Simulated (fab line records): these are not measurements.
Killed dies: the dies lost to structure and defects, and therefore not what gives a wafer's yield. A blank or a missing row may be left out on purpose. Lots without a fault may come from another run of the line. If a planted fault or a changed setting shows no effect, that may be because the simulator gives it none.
fab line records    flow sky130    part 1 of 2: steps 1 to 25 of 37
record: lots: 5  wafers: 15  last_day: 50
route steps=708 shown CAP2M@615 METAL4@621 VIA4@639
lots that met no fault: taken from a fault-free run of the same line
start_h: the number of hours between the record's first day and the start of the first shown wafer of the lot    wait_h: how many hours have passed since the lot's step before this one    " same as the row above    L1.1+2: a single row standing in for several wafers    - value missing, or start not given    * or withheld: withheld    < > ~ a bound
route shown NAME@n: names a module that has steps shown in the file, with the first one's number in the route    usual: average and standard deviation across the fault-free wafers    same: alike in all rows    chamber/n: place in a boat    sites: the reading at each site    _std_site: the standard deviation of these    _edge_site: mean of outer sites minus mean of inner sites    radius_mm: for every site, how far away it sits from the centre of the wafer    mask NAME#n: copy n    behind: tool/chamber where the wafer was last shaped    hold: cause of the lot's hold/its duration in hours/its outcome    device: whichever transistor did not switch (one of n, p or np)    end of line: the tests these same wafers got at the end of their route    for a step that has no rows: nothing shown but its recipe    killed: not the wafer's yield, but the dies lost to structure and defects at the first sort    map: per-die view of a wafer (x killed, . not killed, _ where there is no die)
set.NAME: the run value of the setting; set.NAME@STEP: its run value at that earlier step    model.NAME: the simulator's own value behind a step, which no gauge read
lots at some steps of the route; a table a step, a row a wafer
services: when a tool's chamber went out of use (start_h, in hours from the record's first day, below 0 if earlier), for how many hours, and the reason
== steps ==
step: SKY_CAP2M_OVL_MEAS_12
usual: CAP2M_OVL: 0.2/1.3
lot.wafer  tool        chamber  start_h  wait_h  CAP2M_OVL[nm]
L076.1     overlay-02  -        965.67   0.1     -1.4
L076.2     "           -        "        "       -2.7
L076.3     "           -        "        "       -1.3
L084.3     overlay-01  -        1025.69  0.1     1.5
L084.5     "           -        "        "       1.0
L084.6     "           -        "        "       0.7
L088.2     overlay-02  -        1047.62  0.1     0.5
L088.3     "           -        "        "       0.6
L088.5     "           -        "        "       -1.0
L094.2     overlay-02  -        1087.42  0.1     -2.6
L094.3     "           -        "        "       -1.2
L094.6     "           -        "        "       0.3
L096.2     overlay-01  -        1092.94  0.1     -1.4
L096.4     "           -        "        "       1.3
L096.6     "           -        "        "       2.1
step: SKY_CAP2M_METAL_ETCH_13
recipe: target_depth_nm: 220  stop_on: SiO2  chemistry: Cl2/BCl3  target: TiN  pressure_mtorr: 10  icp_w: 900  bias_w: 48.5  Cl2_flow_sccm: 60  bcl3_flow_sccm: 30  time_s: 62.9
usual: bias_w: 48.50/0.14  drypump_motor_current_A: 5.6/0.37  oes_product_au: 0.940/0.0067  throttle_valve_pct: 21.904/0.01
lot.wafer  tool          chamber  start_h  wait_h  bias_w  drypump_motor_current_A  oes_product_au  rf_hours_counter_h  throttle_valve_pct
L076.1     rie_metal-04  0        965.71   0.0     48.58   5.2                      0.943           17                  21.900
L076.2     "             1        "        "       48.29   6.3                      0.931           7                   21.914
L076.3     "             1        "        "       48.53   6.3                      0.939           -                   21.893
L084.3     rie_metal-03  0        1025.74  0.0     48.58   5.3                      0.943           -                   21.895
L084.5     "             0        "        "       48.57   5.3                      0.943           -                   21.899
L084.6     "             1        "        "       48.37   5.9                      0.935           -                   21.916
L088.2     rie_metal-03  0        1047.68  0.0     48.55   5.3                      0.944           -                   21.912
L088.3     "             0        "        "       48.39   5.3                      0.942           -                   21.898
L088.5     "             0        "        "       48.50   5.4                      0.942           -                   21.923
L094.2     rie_metal-04  1        1087.45  0.0     48.65   6.3                      0.933           13                  21.908
L094.3     "             0        "        "       48.60   5.3                      0.941           -                   21.889
L094.6     "             0        "        "       48.55   5.2                      0.946           -                   21.905
L096.2     rie_metal-04  1        1092.97  0.0     48.66   6.3                      0.941           13                  21.908
L096.4     "             1        "        "       48.71   6.3                      0.940           -                   21.899
L096.6     "             0        "        "       48.28   5.3                      0.938           -                   21.894
step: SKY_CAP2M_STRIP_14
recipe: chemistry: O2/N2  power_w: 1400  pressure_mtorr: 1500  platen_temp_c: withheld  o2_flow_sccm: 3000  n2_flow_sccm: 300  overash_fraction: 0.5
usual: drypump_motor_current_A: 6.0/0.53  n2_flow_sccm: 300.1/0.84  oes_product_au: 0.710/0.0043  strip_time_to_endpoint_s: 12.65/0.053
lot.wafer  tool             chamber  start_h  wait_h  drypump_motor_current_A  n2_flow_sccm  oes_product_au  rf_hours_counter_h  strip_time_to_endpoint_s
L076.1     plasma_asher-04  0        965.79   0.1     6.4                      300.0         0.702           51                  12.61
L076.2     "                1        "        "       6.6                      299.6         0.709           51                  12.68
L076.3     "                0        "        "       6.4                      300.4         0.709           -                   12.65
L084.3     plasma_asher-01  1        1025.83  0.1     5.4                      301.4         0.709           -                   12.74
L084.5     "                0        "        "       6.3                      298.5         0.716           -                   12.73
L084.6     "                1        "        "       5.4                      300.6         0.711           -                   12.78
L088.2     plasma_asher-01  1        1047.81  0.1     5.4                      299.3         0.706           31                  12.67
L088.3     "                1        "        "       5.4                      299.1         0.704           -                   12.68
L088.5     "                0        "        "       6.3                      300.2         0.703           -                   12.66
L094.2     plasma_asher-01  0        1087.53  0.1     6.4                      300.0         0.710           34                  12.71
L094.3     "                1        "        "       5.3                      299.5         0.711           -                   12.64
L094.6     "                0        "        "       6.3                      300.1         0.709           -                   12.67
L096.2     plasma_asher-04  1        1093.04  0.1     6.6                      299.7         0.710           65                  12.64
L096.4     "                1        "        "       6.6                      301.0         0.714           -                   12.68
L096.6     "                0        "        "       6.3                      298.2         0.711           -                   12.64
step: SKY_CAP2M_STRIP_15
recipe: chemistry: post_etch_residue_remover  time_s: 1200  temp_c: 72.5
usual: bath_heat_duty_pct: 14.8/1.4
lot.wafer  tool          chamber  start_h  wait_h  bath_heat_duty_pct
L076.1     wet_bench-02  2        965.89   0.1     13.7
L076.2     "             2        "        "       14.6
L076.3     "             2        "        "       14.0
L084.3     wet_bench-04  2        1025.89  0.0     14.1
L084.5     "             2        "        "       15.1
L084.6     "             2        "        "       15.1
L088.2     wet_bench-01  3        1047.91  0.1     14.5
L088.3     "             3        "        "       14.5
L088.5     "             3        "        "       14.7
L094.2     wet_bench-04  2        1087.63  0.1     14.8
L094.3     "             2        "        "       15.8
L094.6     "             2        "        "       13.4
L096.2     wet_bench-02  3        1093.14  0.1     17.4
L096.4     "             3        "        "       15.7
L096.6     "             3        "        "       16.3
step: SKY_CAP2M_CLEAN_16
recipe: chemistry: IPA  time_s: 180  temp_c: 25
usual: bath_heat_duty_pct: 6.4/0.82
lot.wafer  tool          chamber  start_h  wait_h  bath_heat_duty_pct
L076.1     wet_bench-04  3        966.26   0.0     5.2
L076.2     "             3        "        "       6.7
L076.3     "             3        "        "       6.4
L084.3     wet_bench-02  3        1026.24  0.0     8.2
L084.5     "             3        "        "       7.0
L084.6     "             3        "        "       7.1
L088.2     wet_bench-02  2        1048.25  0.0     6.6
L088.3     "             2        "        "       6.1
L088.5     "             2        "        "       6.3
L094.2     wet_bench-01  3        1087.97  0.0     6.3
L094.3     "             3        "        "       6.2
L094.6     "             3        "        "       5.7
L096.2     wet_bench-02  0        1093.49  0.0     7.5
L096.4     "             0        "        "       7.1
L096.6     "             0        "        "       7.6
step: SKY_CAP2M_CLEAN_17
recipe: chemistry: O3/DIW  dry: n2_spin
lot.wafer   tool          chamber  start_h  wait_h
L076.1+2+3  wet_bench-02  3        966.32   0.0
L084.3+5+6  wet_bench-01  3        1026.30  0.0
L088.2+3+5  wet_bench-01  1        1048.31  0.0
L094.2+3+6  wet_bench-02  0        1088.03  0.0
L096.2+4+6  wet_bench-04  1        1093.54  0.0
step: SKY_METAL4_DEHYDRATE_05
recipe: temp_c: 200  time_s: 60
lot.wafer   tool            chamber  start_h  wait_h
L076.1+2+3  litho_track-04  0        977.02   10.6
L084.3+5+6  litho_track-01  0        1037.36  11.0
L088.2+3+5  litho_track-01  0        1057.98  9.6
L094.2+3+6  litho_track-03  0        1097.01  8.9
L096.2+4+6  litho_track-04  0        1103.20  9.6
step: SKY_METAL4_HMDS_06
recipe: prime_time_s: 60  prime_temp_c: 120
same: prime_time_s: 60
lot.wafer   tool            chamber  start_h  wait_h
L076.1+2+3  litho_track-04  0        977.17   0.1
L084.3+5+6  litho_track-01  0        1037.51  0.1
L088.2+3+5  litho_track-01  0        1058.13  0.1
L094.2+3+6  litho_track-03  0        1097.16  0.1
L096.2+4+6  litho_track-04  0        1103.35  0.1
step: SKY_METAL4_COAT_07
recipe: resist: BARC  temp_c: withheld  time_s: withheld  spin_rpm: 3000  resist_thk_nm: 60
lot.wafer   tool            chamber  start_h  wait_h
L076.1+2+3  litho_track-04  0        977.32   0.1
L084.3+5+6  litho_track-01  0        1037.66  0.1
L088.2+3+5  litho_track-01  0        1058.28  0.1
L094.2+3+6  litho_track-03  0        1097.31  0.1
L096.2+4+6  litho_track-04  0        1103.50  0.1
step: SKY_METAL4_COAT_08
recipe: resist: KrF-thick  spin_rpm: 3000  resist_thk_nm: 1140
lot.wafer   tool            chamber  start_h  wait_h
L076.1+2+3  litho_track-04  0        -        -
L084.3+5+6  litho_track-01  0        -        -
L088.2+3+5  litho_track-01  0        -        -
L094.2+3+6  litho_track-03  0        -        -
L096.2+4+6  litho_track-04  0        -        -
step: SKY_METAL4_SOFTBAKE_09
recipe: temp_c: 100  time_s: 90  resist: KrF-thick
lot.wafer   tool            chamber  start_h  wait_h
L076.1+2+3  litho_track-04  0        -        -
L084.3+5+6  litho_track-01  0        -        -
L088.2+3+5  litho_track-01  0        -        -
L094.2+3+6  litho_track-03  0        -        -
L096.2+4+6  litho_track-04  0        -        -
step: SKY_METAL4_EXPOSE_10
recipe: mask_id: MM4  na: 0.68  source_shape: annular  sigma_inner: 0.4  sigma_outer: 0.8  target_cd_nm: 300  dose_mj: 28
usual: exposure_dose_mJ_cm2: 28.12/0.039  focus_offset_nm: -0.1/0.55
lot.wafer  tool            chamber  start_h  wait_h  mask   exposure_dose_mJ_cm2  focus_offset_nm
L076.1     krf_scanner-01  0        -        -       MM4#0  28.13                 0.9
L076.2     "               0        "        "       MM4#0  28.15                 0.0
L076.3     "               0        "        "       MM4#0  28.18                 -0.8
L084.3     krf_scanner-01  0        -        -       MM4#0  28.10                 -0.8
L084.5     "               0        "        "       MM4#0  28.07                 -0.6
L084.6     "               0        "        "       MM4#0  28.06                 0.0
L088.2     krf_scanner-01  0        -        -       MM4#0  28.12                 0.8
L088.3     "               0        "        "       MM4#0  28.11                 -0.1
L088.5     "               0        "        "       MM4#0  28.04                 1.2
L094.2     krf_scanner-01  0        -        -       MM4#0  28.05                 -0.6
L094.3     "               0        "        "       MM4#0  28.04                 0.2
L094.6     "               0        "        "       MM4#0  28.12                 0.4
L096.2     krf_scanner-02  0        -        -       MM4#0  28.16                 0.0
L096.4     "               0        "        "       MM4#0  28.14                 0.0
L096.6     "               0        "        "       MM4#0  28.14                 0.0
step: SKY_METAL4_PEB_11
recipe: peb_temp_c: withheld  peb_time_s: withheld  resist: KrF-thick
lot.wafer   tool            chamber  start_h  wait_h
L076.1+2+3  litho_track-03  0        -        -
L084.3+5+6  litho_track-01  0        -        -
L088.2+3+5  litho_track-03  0        -        -
L094.2+3+6  litho_track-03  0        -        -
L096.2+4+6  litho_track-03  0        -        -
step: SKY_METAL4_DEVELOP_12
recipe: develop_time_s: 60  resist: KrF-thick  dev_temp_c: 19.86
lot.wafer   tool            chamber  start_h  wait_h
L076.1+2+3  litho_track-03  0        -        -
L084.3+5+6  litho_track-01  0        -        -
L088.2+3+5  litho_track-03  0        -        -
L094.2+3+6  litho_track-03  0        -        -
L096.2+4+6  litho_track-03  0        -        -
step: SKY_METAL4_CD_MEAS_13
recipe: target_cd_nm: 300
usual: cd_nm: 299.7/1.4
lot.wafer  tool       chamber  start_h  wait_h  cd_nm
L076.1     cd_sem-02  -        990.03   -       299.5
L076.2     "          -        "        "       297.8
L076.3     "          -        "        "       297.7
L084.3     cd_sem-01  -        1048.95  -       300.8
L084.5     "          -        "        "       300.2
L084.6     "          -        "        "       301.2
L088.2     cd_sem-02  -        1069.40  -       302.2
L088.3     "          -        "        "       298.8
L088.5     "          -        "        "       299.8
L094.2     cd_sem-01  -        1108.25  -       299.7
L094.3     "          -        "        "       301.0
L094.6     "          -        "        "       300.5
L096.2     cd_sem-02  -        1113.90  -       299.9
L096.4     "          -        "        "       299.8
L096.6     "          -        "        "       300.0
step: SKY_METAL4_OVL_MEAS_14
usual: METAL4_OVL: 0/5.8
lot.wafer  tool        chamber  start_h  wait_h  METAL4_OVL[nm]
L076.1     overlay-01  -        990.15   0.1     1
L076.2     "           -        "        "       8
L076.3     "           -        "        "       -4
L084.3     overlay-01  -        1049.04  0.1     4
L084.5     "           -        "        "       9
L084.6     "           -        "        "       6
L088.2     overlay-01  -        1069.51  0.1     -13
L088.3     "           -        "        "       -3
L088.5     "           -        "        "       -3
L094.2     overlay-02  -        1108.36  0.1     0
L094.3     "           -        "        "       -2
L094.6     "           -        "        "       -6
L096.2     overlay-01  -        1114.01  0.1     7
L096.4     "           -        "        "       1
L096.6     "           -        "        "       5
step: SKY_METAL4_DESCUM_15
recipe: chemistry: O2  source_power_w: 150  bias_power_w: 0  pressure_mtorr: 10  temp_c: 40  time_s: 8
usual: drypump_motor_current_A: 5.4/0.52  oes_product_au: 1.000/0.013
lot.wafer  tool          chamber  start_h  wait_h  drypump_motor_current_A  oes_product_au  rf_hours_counter_h
L076.1     rie_metal-02  0        990.19   0.0     5.2                      0.996           7
L076.2     "             1        "        "       4.8                      1.013           17
L076.3     "             1        "        "       4.8                      1.016           -
L084.3     rie_metal-02  0        1049.07  0.0     5.2                      0.980           -
L084.5     "             1        "        "       4.8                      0.996           -
L084.6     "             0        "        "       5.2                      0.985           -
L088.2     rie_metal-04  0        1069.54  0.0     5.2                      1.019           24
L088.3     "             0        "        "       5.2                      1.014           -
L088.5     "             0        "        "       5.2                      1.017           -
L094.2     rie_metal-04  0        1108.39  0.0     5.3                      1.005           27
L094.3     "             1        "        "       6.3                      0.989           -
L094.6     "             0        "        "       5.2                      1.014           -
L096.2     rie_metal-04  0        1114.04  0.0     5.2                      1.005           27
L096.4     "             1        "        "       6.4                      0.996           -
L096.6     "             1        "        "       6.3                      0.997           -
step: SKY_METAL4_ETCH_16
recipe: chemistry: N2/H2  target: BARC  ion_energy_ev: 200  bias_w: 100  pressure_mtorr: 30  n2_flow_sccm: 100  h2_flow_sccm: 200  icp_w: 500  stop_on: SiO2  time_s: 88.2  target_depth_a: 600
usual: bias_w: 100.0/0.3  drypump_motor_current_A: 5.4/0.53  n2_flow_sccm: 99.99/0.29  oes_product_au: 0.627/0.0044  throttle_valve_pct: 13.205/0.009
lot.wafer  tool          chamber  start_h  wait_h  bias_w  drypump_motor_current_A  n2_flow_sccm  oes_product_au  rf_hours_counter_h  throttle_valve_pct
L076.1     rie_metal-02  0        990.22   0.0     100.4   5.2                      99.16         0.623           7                   13.210
L076.2     "             1        "        "       99.7    4.8                      99.67         0.624           17                  13.208
L076.3     "             1        "        "       99.8    4.8                      99.69         0.624           -                   13.207
L084.3     rie_metal-02  0        1049.13  0.0     99.4    5.2                      100.20        0.627           -                   13.197
L084.5     "             1        "        "       99.7    4.8                      100.02        0.625           -                   13.216
L084.6     "             0        "        "       99.4    5.2                      100.06        0.636           -                   13.211
L088.2     rie_metal-04  0        1069.57  0.0     99.4    5.2                      99.58         0.623           24                  13.203
L088.3     "             0        "        "       100.0   5.2                      99.95         0.628           -                   13.206
L088.5     "             0        "        "       99.8    5.2                      99.93         0.630           -                   13.217
L094.2     rie_metal-04  0        1108.42  0.0     100.0   5.2                      100.49        0.638           27                  13.214
L094.3     "             1        "        "       100.1   6.4                      100.04        0.626           -                   13.207
L094.6     "             0        "        "       100.0   5.2                      100.33        0.629           -                   13.200
L096.2     rie_metal-04  0        1114.07  0.0     99.6    5.3                      99.95         0.622           27                  13.196
L096.4     "             1        "        "       100.2   6.4                      99.95         0.620           -                   13.214
L096.6     "             1        "        "       99.9    6.4                      99.57         0.628           -                   13.209
step: SKY_METAL4_ETCH_17
recipe: target: SiO2  stop_on: TiN  chemistry: C4F8/O2/Ar  source_w: 1500  bias_w: 1200  pressure_mtorr: 40  c4f8_flow_sccm: withheld  O2_flow_sccm: 6  Ar_flow_sccm: 300  time_s: 3.9  target_depth_a: 150
usual: bias_w: 1200/3.4  oes_product_au: 0.756/0.007
lot.wafer  tool         chamber  start_h  wait_h  bias_w  oes_product_au  rf_hours_counter_h
L076.1     rie_diel-01  2        990.32   0.1     1199    0.746           15
L076.2     "            1        "        "       1200    0.758           15
L076.3     "            3        "        "       1207    0.758           14
L084.3     rie_diel-03  2        1049.19  0.0     1211    0.754           14
L084.5     "            3        "        "       1204    0.751           -
L084.6     "            2        "        "       1203    0.756           -
L088.2     rie_diel-01  1        1069.67  0.1     1198    0.751           17
L088.3     "            2        "        "       1198    0.756           17
L088.5     "            1        "        "       1200    0.753           -
L094.2     rie_diel-03  1        1108.52  0.1     1202    0.754           18
L094.3     "            2        "        "       1200    0.750           15
L094.6     "            3        "        "       1197    0.751           -
L096.2     rie_diel-01  3        1114.17  0.1     1203    0.749           18
L096.4     "            1        "        "       1203    0.756           19
L096.6     "            3        "        "       1204    0.761           -
step: SKY_METAL4_METAL_ETCH_18
recipe: target_depth_a: 8450  stop_on: SiO2  over_etch_frac: 0.3  time_s: 183.1  chemistry: Cl2/BCl3  resist_sidewall_deg: 88  pressure_mtorr: 10  icp_w: 900  bias_w: 48.5  Cl2_flow_sccm: 60  bcl3_flow_sccm: 30
usual: bias_w: 48.48/0.14  drypump_motor_current_A: 5.4/0.43  oes_product_au: 0.867/0.0061  throttle_valve_pct: 22.265/0.0083
lot.wafer  tool          chamber  start_h  wait_h  bias_w  drypump_motor_current_A  oes_product_au  rf_hours_counter_h  throttle_valve_pct
L076.1     rie_metal-03  0        990.34   0.0     48.52   5.3                      0.868           9                   22.261
L076.2     "             1        "        "       48.41   5.9                      0.870           20                  22.256
L076.3     "             1        "        "       48.43   5.9                      0.872           -                   22.260
L084.3     rie_metal-04  1        1049.27  0.1     48.51   6.3                      0.874           -                   22.263
L084.5     "             1        "        "       48.50   6.3                      0.867           -                   22.273
L084.6     "             0        "        "       48.35   5.2                      0.865           -                   22.259
L088.2     rie_metal-03  1        1069.69  0.0     48.53   5.9                      0.859           1                   22.256
L088.3     "             1        "        "       48.70   5.9                      0.862           -                   22.261
L088.5     "             0        "        "       48.69   5.3                      0.867           -                   22.271
L094.2     rie_metal-02  1        1108.54  0.0     48.25   4.8                      0.851           26                  22.282
L094.3     "             0        "        "       48.52   5.2                      0.868           -                   22.255
L094.6     "             1        "        "       48.22   4.8                      0.857           -                   22.268
L096.2     rie_metal-03  1        1114.19  0.0     48.36   5.9                      0.866           5                   22.252
L096.4     "             0        "        "       48.65   5.3                      0.862           -                   22.253
L096.6     "             1        "        "       48.22   5.9                      0.863           -                   22.267
step: SKY_METAL4_STRIP_19
recipe: chemistry: O2/N2  power_w: 1400  pressure_mtorr: 1500  platen_temp_c: withheld  o2_flow_sccm: 3000  n2_flow_sccm: 300  overash_fraction: 0.5
usual: drypump_motor_current_A: 6.1/0.45  n2_flow_sccm: 300.1/0.93  oes_product_au: 0.503/0.0055  strip_time_to_endpoint_s: 6.56/0.089
lot.wafer  tool             chamber  start_h  wait_h  drypump_motor_current_A  n2_flow_sccm  oes_product_au  rf_hours_counter_h  strip_time_to_endpoint_s
L076.1     plasma_asher-04  1        990.59   0.2     6.6                      301.7         0.500           54                  6.50
L076.2     "                0        "        "       6.4                      300.5         0.507           54                  6.60
L076.3     "                0        "        "       6.4                      299.4         0.500           -                   6.63
L084.3     plasma_asher-02  1        1049.42  0.1     5.6                      298.7         0.498           -                   6.62
L084.5     "                0        "        "       5.0                      299.9         0.503           -                   6.60
L084.6     "                1        "        "       5.6                      299.2         0.500           -                   6.46
L088.2     plasma_asher-03  1        1069.86  0.1     6.2                      300.3         0.502           95                  6.60
L088.3     "                0        "        "       6.1                      300.7         0.505           -                   6.56
L088.5     "                1        "        "       6.2                      300.9         0.500           -                   6.49
L094.2     plasma_asher-03  1        1108.71  0.1     6.2                      299.8         0.502           99                  6.59
L094.3     "                0        "        "       6.0                      300.4         0.502           -                   6.75
L094.6     "                1        "        "       6.2                      300.4         0.507           -                   6.69
L096.2     plasma_asher-04  0        1114.36  0.1     6.4                      301.0         0.505           67                  6.54
L096.4     "                0        "        "       6.4                      300.3         0.495           -                   6.49
L096.6     "                1        "        "       6.6                      298.9         0.499           -                   6.53
step: SKY_METAL4_STRIP_20
recipe: chemistry: post_etch_residue_remover  time_s: 1200  temp_c: 72.5
usual: bath_heat_duty_pct: 15.1/1.3
lot.wafer  tool          chamber  start_h  wait_h  bath_heat_duty_pct
L076.1     wet_bench-02  2        990.69   0.1     13.7
L076.2     "             2        "        "       12.8
L076.3     "             2        "        "       13.6
L084.3     wet_bench-01  1        1049.49  0.0     15.5
L084.5     "             1        "        "       15.2
L084.6     "             1        "        "       14.2
L088.2     wet_bench-01  1        1069.96  0.1     15.8
L088.3     "             1        "        "       14.7
L088.5     "             1        "        "       15.3
L094.2     wet_bench-01  0        1108.81  0.1     15.1
L094.3     "             0        "        "       13.4
L094.6     "             0        "        "       14.5
L096.2     wet_bench-03  1        1114.46  0.1     14.2
L096.4     "             1        "        "       13.8
L096.6     "             1        "        "       15.0
step: SKY_METAL4_CLEAN_21
recipe: chemistry: IPA  time_s: 180  temp_c: 25
usual: bath_heat_duty_pct: 6.8/0.74
lot.wafer  tool          chamber  start_h  wait_h  bath_heat_duty_pct
L076.1     wet_bench-03  3        991.03   0.0     7.6
L076.2     "             3        "        "       8.0
L076.3     "             3        "        "       7.5
L084.3     wet_bench-01  1        1049.83  0.0     6.9
L084.5     "             1        "        "       6.4
L084.6     "             1        "        "       6.2
L088.2     wet_bench-02  3        1070.31  0.0     6.5
L088.3     "             3        "        "       7.0
L088.5     "             3        "        "       6.8
L094.2     wet_bench-02  0        1109.16  0.0     6.7
L094.3     "             0        "        "       6.9
L094.6     "             0        "        "       7.3
L096.2     wet_bench-02  0        1114.81  0.0     7.0
L096.4     "             0        "        "       8.1
L096.6     "             0        "        "       7.3
step: SKY_METAL4_CLEAN_22
recipe: chemistry: O3/DIW  dry: n2_spin
lot.wafer   tool          chamber  start_h  wait_h
L076.1+2+3  wet_bench-02  1        991.09   0.0
L084.3+5+6  wet_bench-01  2        1049.89  0.0
L088.2+3+5  wet_bench-03  2        1070.36  0.0
L094.2+3+6  wet_bench-03  2        1109.27  0.0
L096.2+4+6  wet_bench-03  3        1114.86  0.0
step: SKY_VIA4_HDPCVD_00
recipe: material: SiO2  target_thk_nm: 1750  sigma_open_frac: 0.3  time_s: 291.7  temp_c: 400  sih4_flow_sccm: 60  pressure_mtorr: 6
lot.wafer   tool       chamber  start_h  wait_h
L076.1+2+3  hdpcvd-02  1,0,2    991.18   0.0
L084.3+5+6  hdpcvd-01  1,2,0    1049.99  0.0
L088.2+3+5  hdpcvd-02  2,1,1    1070.46  0.0
L094.2+3+6  hdpcvd-02  0,2,0    1109.37  0.0
L096.2+4+6  hdpcvd-01  1,2,0    1114.96  0.0
